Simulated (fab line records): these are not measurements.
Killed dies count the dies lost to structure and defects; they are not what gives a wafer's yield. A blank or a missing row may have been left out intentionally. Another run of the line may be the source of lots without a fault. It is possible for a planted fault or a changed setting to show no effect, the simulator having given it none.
Comparing a struck lot with a sound one :: flow sky130 :: 15 out of 708 route steps
Sound: the wafers L971.1, L971.3, L971.6. Wafers L972.1, L972.3, L972.6 were the ones struck. The cause is given at the end.
For every step that has rows: the tool of each side, followed by ch and its chambers, followed by its first start. Under that, the readings that differ: sound wafers :: struck wafers :: difference of the means :: sigmas: that difference in standard deviations of wafers without a fault.
alike: same words and numbers on both sides, and readings whose means sit less than 2 such deviations apart. not compared: any withheld reading, any reading some wafer has no value for, any bound like >300 that may hide the same value, and any number with overlapping values for which the record gives no deviation.
A row with sigmas, a row that says differs or no value, or rows on one side alone: a step with any of these is where the two part. Numbers that don't overlap but have no deviation are shown without sigmas and don't part them. A reading that every wafer of one side lacks parts them only if that side has two wafers or more.

first, 6 steps without rows for these wafers: SKY_METAL4_COAT_07 (resist thk 60 nm); SKY_METAL4_COAT_08 (resist thk 1140 nm); SKY_METAL4_SOFTBAKE_09 (time 90 s); SKY_METAL4_EXPOSE_10 (exposes mask MM4, target cd 300 nm); SKY_METAL4_PEB_11; SKY_METAL4_DEVELOP_12 (develop time 60 s).
SKY_METAL4_CD_MEAS_13 targets a cd of 300 nm.
  sound on cdSem-02 at day 42 19:46; struck on cdSem-01 at day 43 11:13
  alike: cdNm
SKY_METAL4_OVL_MEAS_14:
  sound on overlay-01 at day 42 19:53; struck on overlay-02 at day 43 11:20
  alike: METAL4_OVL
SKY_METAL4_DESCUM_15: chemistry O2, time 8 s.
  sound on rieMetal-04 ch 0, day 42 19:56; struck on rieMetal-02 ch 0,1, day 43 11:22
reading: drypumpMotorCurrentA (A)
sound: 6.2 6.2 6.2
struck: 5.4 5.1 5.1
difference: -1.0
sigmas: -2
  alike: oesProductAu
  not compared: rfHoursCounterH
SKY_METAL4_ETCH_16: etches BARC in N2/H2, stops on SiO2, time 88.2 s, target depth 60 nm.
  sound on rieMetal-04 ch 0, day 42 19:58; struck on rieMetal-02 ch 0,1, day 43 11:24
  alike: drypumpMotorCurrentA, oesProductAu, throttleValvePct
  not compared: rfHoursCounterH
SKY_METAL4_ETCH_17: etches SiO2 in C4F8/O2/Ar, stops on TiN, time 3.9 s, target depth 15 nm.
  sound on rieDiel-02 ch 0,1,3, day 42 20:04; struck on rieDiel-01 ch 1,2, day 43 11:30
  alike: oesProductAu
  not compared: rfHoursCounterH
SKY_METAL4_METAL_ETCH_18: etches the open film in Cl2/BCl3, stops on SiO2, target depth 845 nm, time 183.1 s.
  sound on rieMetal-02 ch 0, day 42 20:05; struck on rieMetal-04 ch 0,1, day 43 11:31
  alike: drypumpMotorCurrentA, oesProductAu, throttleValvePct
  not compared: rfHoursCounterH
SKY_METAL4_STRIP_19: strips in O2/N2.
  sound on plasmaAsher-02 ch 0,1, day 42 20:15; struck on plasmaAsher-03 ch 1, day 43 11:42
  no value came back on the struck wafers for chamberPressureMTorr (mTorr), drypumpMotorCurrentA (A), oesProductAu (a.u.), stripTimeToEndpointS (s); on the sound wafers chamberPressureMTorr (mTorr) reads 1500.4 1501.0 1499.9
reading: model.KrF-thick_of_METAL4_COAT_08.thkNm (nm)
sound: 0 0 0
struck: 528.6 529 532.4
difference: +530.0
sigmas: 
  not compared: rfHoursCounterH
then, 1 step without rows for these wafers: SKY_METAL4_STRIP_20 (strips in post etch residue remover, time 1200 s).
-- the record jumps here: 4 days lie between the struck wafers' starts before and after (it left off in module METAL4 and takes up again in module PAD_OPEN, whose first step shown is number 708 of the route) --
SKY_PAD_OPEN_PROBE_99:
  sound on prober-02 at day 46 16:02; struck on prober-01 at day 47 06:47
reading: defectLimitedYield (%)
sound: 78.7 83.1 82.5
struck: 0 0 0
difference: -81
sigmas: -41

reading: killed_at_M4_up
sound: 3 1 5
struck: 397 408 409
difference: +402
sigmas: +99 or more

reading: killedDies
sound: 105 83 86
struck: 492 492 492
difference: +401
sigmas: +40

reading: killedOnRim
sound: 20 17 18
struck: 96 96 96
difference: +78
sigmas: +20

reading: sort_bin_5_function (%)
sound: 13.0 9.6 8.1
struck: 91.5 91.7 93.5
difference: +82.0
sigmas: +55

reading: sortNPass
sound: 387 409 406
struck: 0 0 0
difference: -401
sigmas: -40

reading: sortYieldPct (%)
sound: 78.7 83.1 82.5
struck: 0 0 0
difference: -81
sigmas: -41
  alike: killed_at_M0_to_M3, killedAtContacts, killedAtFrontEnd, killedAtOther, killedOpen, killedShort, sort_bin_3_pad_short, sort_bin_6_memory

== WHERE THEY PART ==
At SKY_METAL4_DESCUM_15 first; at SKY_PAD_OPEN_PROBE_99 last (within this record only).

WHY: the cause the simulator had injected
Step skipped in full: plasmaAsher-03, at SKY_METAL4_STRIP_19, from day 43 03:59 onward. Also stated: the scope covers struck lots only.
